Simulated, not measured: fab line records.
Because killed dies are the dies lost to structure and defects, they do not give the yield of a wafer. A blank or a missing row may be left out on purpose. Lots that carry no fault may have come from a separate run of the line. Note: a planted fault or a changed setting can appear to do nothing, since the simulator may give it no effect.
One fault seen from 2 desks + flow gf180mcu + each desk holds nothing but its own numbers, with what lay behind them at the end

## METROLOGY DESK
Means of the sampled wafers that have a number, per lot and without regard to the tool the lot ran on: this is what the gauges read. Any lot whose mean is over 4 standard deviations away from the usual mean is out of limits and marked OUT; that distance is given in the brackets.
Columns: A = M3_ALCU_RS at GF_M3_RS_MEAS_05, usual 0.0693 ohm/sq; B = V3_BOW at GF_V3_BOW_MEAS_05, usual 118 um
| lot  | first seen here | A      | B   |
|------|-----------------|--------|-----|
| L710 | day 20 13:33    | 0.0686 | 120 |
| L711 | day 21 00:13    | 0.0695 | 124 |
| L714 | day 21 17:43    | 0.0693 | 123 |
| L715 | day 22 09:49    | 0.0698 | 120 |
| L716 | day 22 15:07    | 0.0685 | 109 |
| L717 | day 23 10:58    | 0.0688 | 108 |
| L721 | day 24 18:55    | 0.0692 | 107 |
| L725 | day 26 04:00    | 0.0700 | 109 |
| L726 | day 26 10:35    | 0.0694 | 118 |
| L728 | day 26 14:47    | 0.0697 | 122 |
| L727 | day 26 18:12    | 0.0693 | 127 |
| L731 | day 27 10:22    | 0.0691 | 129 |
| L733 | day 27 21:02    | 0.0700 | 123 |
This desk's verdict: no lot among the 13 shows anything out of limits.

## AT THE TOOL OWNER'S DESK: cvd w-01
The tool's own readings at GF_V2_CVD_23 (deposits W, target thk 350 nm, time 104.94 s): means of the sampled wafers that have a number, for each lot that ran on this tool. Any lot whose mean is over 4 standard deviations away from the usual mean is out of limits and marked OUT; that distance is given in the brackets.
Columns: A = chamber pressure Torr at GF_V2_CVD_23, usual 40.02 Torr; B = heater power w at GF_V2_CVD_23, usual 857 W
| lot  | first seen here | A               | B   |
|------|-----------------|-----------------|-----|
| L710 | day 20 12:44    | 40.00           | 846 |
| L711 | day 20 23:24    | 39.85           | 862 |
| L714 | day 21 16:53    | 39.94           | 851 |
| L715 | day 22 08:59    | 40.01           | 852 |
| L717 | day 23 10:08    | 39.89           | 832 |
| L725 | day 26 03:11    | 42.84 (+28) OUT | 836 |
| L727 | day 26 17:23    | 42.77 (+27) OUT | 857 |
This desk's finding: out of limits on L725, L727; first on L725, day 26 03:11 (chamber pressure Torr at GF_V2_CVD_23). L710, L711, L714, L715, L717 stayed within limits.

## TAKEN TOGETHER
At day 26 03:11, on L725, L727, the tool owner's desk was in a position to raise an alarm.
Metrology desk: nothing out of limits seen.
The metrology desk has L725, L727 on record, within its limits.
On cvd w-01, each named lot ran GF_V2_CVD_23.

## WHAT THE SIMULATOR HAD INSERTED
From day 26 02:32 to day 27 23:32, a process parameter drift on cvd w-01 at GF_V2_CVD_23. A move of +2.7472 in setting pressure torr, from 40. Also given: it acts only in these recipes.
Shown lots that were struck: L725, L727.
Time in hours from fault onset to the first out-of-limits reading at each desk: the tool owner's desk, 1.
